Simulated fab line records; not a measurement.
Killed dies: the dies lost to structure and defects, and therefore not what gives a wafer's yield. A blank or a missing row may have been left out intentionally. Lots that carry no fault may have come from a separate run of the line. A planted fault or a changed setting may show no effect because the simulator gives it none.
What tool caused it? :: flow sky130 :: 12 lots, 36 wafers sampled, at 5 steps of a route of 708

## WHAT THE GAUGES READ, wafer by wafer
SKY_LOCAL_INTERCONNECT_CD_MEAS_11 targets a cd of 170 nm. Usual: cdNm 169.5 nm, standard deviation 1.5.
lot: L732
measured: day 29 23:13
on: cdSem-01
cdNm (nm): 170.6 168.9 172.2
flag: 

lot: L734
measured: day 30 19:01
on: cdSem-01
cdNm (nm): 171.0 170.9 169.6
flag: 

lot: L736
measured: day 31 09:51
on: cdSem-02
cdNm (nm): 168.0 165.7 167.9
flag: 

lot: L739
measured: day 32 18:28
on: cdSem-02
cdNm (nm): 173.7 173.8 174.7
flag: OFF

lot: L744
measured: day 34 09:07
on: cdSem-01
cdNm (nm): 169.1 168.9 169.0
flag: 

lot: L747
measured: day 35 03:07
on: cdSem-01
cdNm (nm): 170.0 170.1 168.9
flag: 

lot: L748
measured: day 35 12:20
on: cdSem-02
cdNm (nm): 168.8 169.9 168.6
flag: 

lot: L750
measured: day 36 05:59
on: cdSem-02
cdNm (nm): 168.2 168.2 167.4
flag: 

lot: L751
measured: day 36 08:11
on: cdSem-02
cdNm (nm): 171.3 172.0 171.6
flag: 

lot: L752
measured: day 36 15:10
on: cdSem-01
cdNm (nm): 170.7 170.3 171.2
flag: 

lot: L753
measured: day 36 22:04
on: cdSem-01
cdNm (nm): 169.5 168.9 169.8
flag: 

lot: L754
measured: day 37 02:37
on: cdSem-01
cdNm (nm): 171.9 170.6 171.8
flag: 

SKY_METAL1_THK_MEAS_06: measures by xrf. Usual: METAL1_ALCU_THK typically reads 248 nm, with standard deviation 3.
lot: L732
measured: day 31 06:15
on: filmMetro-04
METAL1_ALCU_THK (nm): 242 243 239
flag: 

lot: L734
measured: day 32 02:01
on: filmMetro-04
METAL1_ALCU_THK (nm): 249 248 247
flag: 

lot: L736
measured: day 32 16:18
on: filmMetro-03
METAL1_ALCU_THK (nm): 247 249 248
flag: 

lot: L739
measured: day 34 00:43
on: filmMetro-03
METAL1_ALCU_THK (nm): 249 249 250
flag: 

lot: L744
measured: day 35 15:43
on: filmMetro-01
METAL1_ALCU_THK (nm): 248 242 246
flag: 

lot: L747
measured: day 36 08:25
on: filmMetro-01
METAL1_ALCU_THK (nm): 248 250 248
flag: 

lot: L748
measured: day 36 17:30
on: filmMetro-04
METAL1_ALCU_THK (nm): 243 244 246
flag: 

lot: L750
measured: day 37 11:03
on: filmMetro-03
METAL1_ALCU_THK (nm): 250 253 253
flag: 

lot: L751
measured: day 37 13:13
on: filmMetro-03
METAL1_ALCU_THK (nm): 249 249 249
flag: 

lot: L752
measured: day 37 20:47
on: filmMetro-03
METAL1_ALCU_THK (nm): 248 251 248
flag: 

lot: L753
measured: day 38 03:47
on: filmMetro-03
METAL1_ALCU_THK (nm): 251 249 250
flag: 

lot: L754
measured: day 38 07:40
on: filmMetro-04
METAL1_ALCU_THK (nm): 248 248 252
flag: 

## WHICH TOOL RAN EACH LOT (tool, then ch and the chambers of the sampled wafers, then the start)
lot: L732
SKY_LOCAL_INTERCONNECT_DEVELOP_10: lithoTrack-02 ch 0, day 29 23:00
SKY_LOCAL_INTERCONNECT_ETCH_13: rieMetal-04 ch 0,1, day 29 23:22
SKY_METAL1_SPUTTER_04: pvdSputter-01, day 31 06:04

lot: L734
SKY_LOCAL_INTERCONNECT_DEVELOP_10: lithoTrack-03 ch 0, day 30 18:00
SKY_LOCAL_INTERCONNECT_ETCH_13: rieMetal-04 ch 0,1, day 30 19:09
SKY_METAL1_SPUTTER_04: pvdSputter-01, day 32 01:49

lot: L736
SKY_LOCAL_INTERCONNECT_DEVELOP_10: lithoTrack-02 ch 0, day 31 09:00
SKY_LOCAL_INTERCONNECT_ETCH_13: rieMetal-04 ch 0,1, day 31 10:01
SKY_METAL1_SPUTTER_04: pvdSputter-04, day 32 16:08

lot: L739
SKY_LOCAL_INTERCONNECT_DEVELOP_10: lithoTrack-02 ch 0, day 32 18:00
SKY_LOCAL_INTERCONNECT_ETCH_13: rieMetal-02 ch 0,1, day 32 18:37
SKY_METAL1_SPUTTER_04: pvdSputter-03, day 34 00:32

lot: L744
SKY_LOCAL_INTERCONNECT_DEVELOP_10: lithoTrack-03 ch 0, day 34 08:00
SKY_LOCAL_INTERCONNECT_ETCH_13: rieMetal-02 ch 0,1, day 34 09:16
SKY_METAL1_SPUTTER_04: pvdSputter-04, day 35 15:32

lot: L747
SKY_LOCAL_INTERCONNECT_DEVELOP_10: lithoTrack-03 ch 0, day 35 02:00
SKY_LOCAL_INTERCONNECT_ETCH_13: rieMetal-02 ch 0,1, day 35 03:17
SKY_METAL1_SPUTTER_04: pvdSputter-03, day 36 08:14

lot: L748
SKY_LOCAL_INTERCONNECT_DEVELOP_10: lithoTrack-03 ch 0, day 35 12:00
SKY_LOCAL_INTERCONNECT_ETCH_13: rieMetal-02 ch 0,1, day 35 12:30
SKY_METAL1_SPUTTER_04: pvdSputter-04, day 36 17:20

lot: L750
SKY_LOCAL_INTERCONNECT_DEVELOP_10: lithoTrack-01 ch 0, day 36 05:00
SKY_LOCAL_INTERCONNECT_ETCH_13: rieMetal-04 ch 0,1, day 36 06:09
SKY_METAL1_SPUTTER_04: pvdSputter-03, day 37 10:53

lot: L751
SKY_LOCAL_INTERCONNECT_DEVELOP_10: lithoTrack-01 ch 0, day 36 08:00
SKY_LOCAL_INTERCONNECT_ETCH_13: rieMetal-01 ch 0,1, day 36 08:21
SKY_METAL1_SPUTTER_04: pvdSputter-01, day 37 13:02

lot: L752
SKY_LOCAL_INTERCONNECT_DEVELOP_10: lithoTrack-03 ch 0, day 36 15:00
SKY_LOCAL_INTERCONNECT_ETCH_13: rieMetal-01 ch 0,1, day 36 15:20
SKY_METAL1_SPUTTER_04: pvdSputter-01, day 37 20:37

lot: L753
SKY_LOCAL_INTERCONNECT_DEVELOP_10: lithoTrack-02 ch 0, day 36 21:00
SKY_LOCAL_INTERCONNECT_ETCH_13: rieMetal-04 ch 0,1, day 36 22:13
SKY_METAL1_SPUTTER_04: pvdSputter-01, day 38 03:37

lot: L754
SKY_LOCAL_INTERCONNECT_DEVELOP_10: lithoTrack-03 ch 0, day 37 02:00
SKY_LOCAL_INTERCONNECT_ETCH_13: rieMetal-02 ch 0,1, day 37 02:47
SKY_METAL1_SPUTTER_04: pvdSputter-04, day 38 07:30
- SKY_LOCAL_INTERCONNECT_DEVELOP_10: develop time 60 s.
- SKY_LOCAL_INTERCONNECT_ETCH_13: etches BARC in N2/H2, stops on SiO2, time 45.9 s, target depth 60 nm.
- SKY_METAL1_SPUTTER_04: material TiN, target thk 70 nm, time 58.3 s.

## WHAT THE TOOLS THEMSELVES READ (means of the sampled wafers that have a number; where no wafer has one, the mark that the record gives instead)
SKY_LOCAL_INTERCONNECT_DEVELOP_10. Usual: chillPlateTempC 23.02 C, standard deviation 0.11.
lot: L732
tool: lithoTrack-02
chillPlateTempC (C): 23.04
flag: 

lot: L734
tool: lithoTrack-03
chillPlateTempC (C): 23.09
flag: 

lot: L736
tool: lithoTrack-02
chillPlateTempC (C): 23.02
flag: 

lot: L739
tool: lithoTrack-02
chillPlateTempC (C): 23.01
flag: 

lot: L744
tool: lithoTrack-03
chillPlateTempC (C): 23.06
flag: 

lot: L747
tool: lithoTrack-03
chillPlateTempC (C): 22.91
flag: 

lot: L748
tool: lithoTrack-03
chillPlateTempC (C): 23.02
flag: 

lot: L750
tool: lithoTrack-01
chillPlateTempC (C): 23.13
flag: 

lot: L751
tool: lithoTrack-01
chillPlateTempC (C): 22.90
flag: 

lot: L752
tool: lithoTrack-03
chillPlateTempC (C): 22.93
flag: 

lot: L753
tool: lithoTrack-02
chillPlateTempC (C): 23.12
flag: 

lot: L754
tool: lithoTrack-03
chillPlateTempC (C): 22.99
flag: 

SKY_LOCAL_INTERCONNECT_ETCH_13. Usual: drypumpMotorCurrentA 5.8 A, standard deviation 0.36; oesProductAu 0.855 a.u., standard deviation 0.0048; throttleValvePct 13.224 %, standard deviation 0.0097.
lot: L732
tool: rieMetal-04
drypumpMotorCurrentA (A): 6.2
oesProductAu (a.u.): 0.855
throttleValvePct (%): 13.230
flag: 

lot: L734
tool: rieMetal-04
drypumpMotorCurrentA (A): 6.2
oesProductAu (a.u.): 0.857
throttleValvePct (%): 13.228
flag: 

lot: L736
tool: rieMetal-04
drypumpMotorCurrentA (A): 5.9
oesProductAu (a.u.): 0.850
throttleValvePct (%): 13.221
flag: 

lot: L739
tool: rieMetal-02
drypumpMotorCurrentA (A): 5.5
oesProductAu (a.u.): 0.855
throttleValvePct (%): 13.224
flag: 

lot: L744
tool: rieMetal-02
drypumpMotorCurrentA (A): 5.5
oesProductAu (a.u.): 0.856
throttleValvePct (%): 13.232
flag: 

lot: L747
tool: rieMetal-02
drypumpMotorCurrentA (A): 5.5
oesProductAu (a.u.): 0.857
throttleValvePct (%): 13.226
flag: 

lot: L748
tool: rieMetal-02
drypumpMotorCurrentA (A): 5.5
oesProductAu (a.u.): 0.855
throttleValvePct (%): 13.221
flag: 

lot: L750
tool: rieMetal-04
drypumpMotorCurrentA (A): 6.2
oesProductAu (a.u.): 0.861
throttleValvePct (%): 13.232
flag: 

lot: L751
tool: rieMetal-01
drypumpMotorCurrentA (A): 5.8
oesProductAu (a.u.): 0.854
throttleValvePct (%): 13.236
flag: 

lot: L752
tool: rieMetal-01
drypumpMotorCurrentA (A): 5.7
oesProductAu (a.u.): 0.861
throttleValvePct (%): 13.231
flag: 

lot: L753
tool: rieMetal-04
drypumpMotorCurrentA (A): 5.9
oesProductAu (a.u.): 0.855
throttleValvePct (%): 13.217
flag: 

lot: L754
tool: rieMetal-02
drypumpMotorCurrentA (A): 5.4
oesProductAu (a.u.): 0.851
throttleValvePct (%): 13.218
flag: 

SKY_METAL1_SPUTTER_04. Usual: throttleValvePct 30.6 %, standard deviation 0.79.
lot: L732
tool: pvdSputter-01
throttleValvePct (%): 30.5
flag: 

lot: L734
tool: pvdSputter-01
throttleValvePct (%): 29.8
flag: 

lot: L736
tool: pvdSputter-04
throttleValvePct (%): 30.7
flag: 

lot: L739
tool: pvdSputter-03
throttleValvePct (%): 30.8
flag: 

lot: L744
tool: pvdSputter-04
throttleValvePct (%): 30.8
flag: 

lot: L747
tool: pvdSputter-03
throttleValvePct (%): 30.4
flag: 

lot: L748
tool: pvdSputter-04
throttleValvePct (%): 31.0
flag: 

lot: L750
tool: pvdSputter-03
throttleValvePct (%): 29.9
flag: 

lot: L751
tool: pvdSputter-01
throttleValvePct (%): 30.1
flag: 

lot: L752
tool: pvdSputter-01
throttleValvePct (%): 30.1
flag: 

lot: L753
tool: pvdSputter-01
throttleValvePct (%): 29.9
flag: 

lot: L754
tool: pvdSputter-04
throttleValvePct (%): 30.8
flag: 

## THE ANSWER, worked out from the rows above alone
Rule: a lot counts as off when the mean over its wafers that have a number is more than 3 standard deviations away from the usual mean. A lot without any number at a reading at which 4 lots or more have one is off too. All remaining lots with rows at the step are treated as sound. After the gauges, taken in route order, come the tools' own readings; for these a lot's mean is taken, as printed above. The first step at which some lot is off is used, and at that step the reading that is off furthest; a lot without a number counts as furthest.
Off at SKY_LOCAL_INTERCONNECT_CD_MEAS_11 (cdNm): L739.
If a tool, at a process step before that reading, ran all the lots that are off and no sound lot after the first of them, it fits. Those tools and the gauges at SKY_LOCAL_INTERCONNECT_CD_MEAS_11 are tried in the same way. Of those tried, none fits.

## WHAT THE SIMULATOR HAD PUT IN
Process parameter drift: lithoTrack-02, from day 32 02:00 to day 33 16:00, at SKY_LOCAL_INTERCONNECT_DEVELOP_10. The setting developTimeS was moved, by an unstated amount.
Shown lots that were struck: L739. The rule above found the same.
